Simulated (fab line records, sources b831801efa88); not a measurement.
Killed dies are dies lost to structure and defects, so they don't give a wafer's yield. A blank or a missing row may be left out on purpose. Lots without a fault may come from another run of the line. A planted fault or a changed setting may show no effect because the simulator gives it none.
Problem report in the 8D (eight disciplines) form, filled by code | flow sky130 | the parts of the form that need people (team, actions taken, sign-off) are left out

1. THE PROBLEM
cd_nm at SKY_SD_N_CD_MEAS_07 reads a mean of 433.8 nm on 6 wafers of 2 lots; wafers without a fault read 380.5 nm with a standard deviation of 2.8. That is +19 standard deviations from the usual mean.
The step: target cd 380 nm.
First seen on wafer L587.3, day 31 20:34, on cd_sem-02. The record holds 42 wafers of 14 lots with a number at this step. Rule for "out", or "out of limits": more than 4 standard deviations from the usual mean. The other wafers with a number count as sound.

2. WHAT IT IS AND WHAT IT IS NOT
question                    | is                     | is not
which readings at this step | cd_nm                  | -
which lots                  | L587, L588             | L578, L579, L580, L590, L591, L592, L593, L595, L596, L597, L598, L599
which wafers of those lots  | all that have a number | -
read on which gauges        | cd_sem-01, cd_sem-02   | -
when                        | from day 31 20:34      | up to then (9 sound wafers); but 27 sound wafers of L590, L591, L592, L593, L595, L596, L597, L598, L599 came after

3. SUSPECTS, AND WHAT RULES EACH OUT
Counting: a tool at a process step up to the reading stays a suspect if it ran every lot that is out and no sound lot after the first of them.
- the gauge at SKY_SD_N_CD_MEAS_07: ruled out. The wafers that are out were read on 2 gauges (cd_sem-01, cd_sem-02).
- plasma_asher-02 at SKY_LDD_HVP_STRIP_09 (strips in O2/N2): ruled out as a lasting fault. Sound lots L590, L591, L593, L595 ran on it after its first lot that is out, L587 (day 25 20:35).
- litho_track-02 at SKY_SD_N_COAT_02 (resist thk 1140 nm): ruled out as a lasting fault. Sound lots L596, L597 ran on it after its first lot that is out, L587 (day 31 07:13).
Left after counting: nothing in the record.

4. THE CAUSE (what the simulator had put in)
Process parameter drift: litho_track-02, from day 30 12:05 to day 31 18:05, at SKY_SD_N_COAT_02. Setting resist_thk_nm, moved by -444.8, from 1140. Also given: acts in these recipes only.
Counting ruled it out, wrongly: the rule takes a fault to strike every lot that its tool runs from its start on, and this one did not.

5. THE CHAIN OF EFFECTS, in route order
Each row: a reading whose mean over the struck wafers that have a number lies more than 3 standard deviations from the usual. Only readings for which the record gives a usual standard deviation are gone through. hours: the time from each lot's start at the first step in this table that gives one to its start at this step, as a median over the lots. sigmas: the change in usual standard deviations.
hours | step                | reading                  | usual      | on struck wafers | change | sigmas
0     | SKY_SD_N_CD_MEAS_07 | cd_nm                    | 380.5 nm   | 433.8            | +53.3  | +19
0     | SKY_SD_N_STRIP_11   | oes_product_au           | 0.527 a.u. | 0.469            | -0.058 | -12
0     | SKY_SD_N_STRIP_11   | strip_time_to_endpoint_s | 22.53 s    | 17.51            | -5.02  | -99 or more
The process steps in it:
- SKY_SD_N_STRIP_11: strips in O2/N2.

6. WHAT WOULD HAVE CAUGHT IT SOONER
In this record the first reading out of limits at a measuring or inspecting step was taken at day 31 20:34, 32 hours after the fault began at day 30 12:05.
Of the tool readings at SKY_SD_N_COAT_02 for which the record gives a usual standard deviation, none was out on any struck wafer, so an alarm limit of 4 standard deviations on them would not have fired.
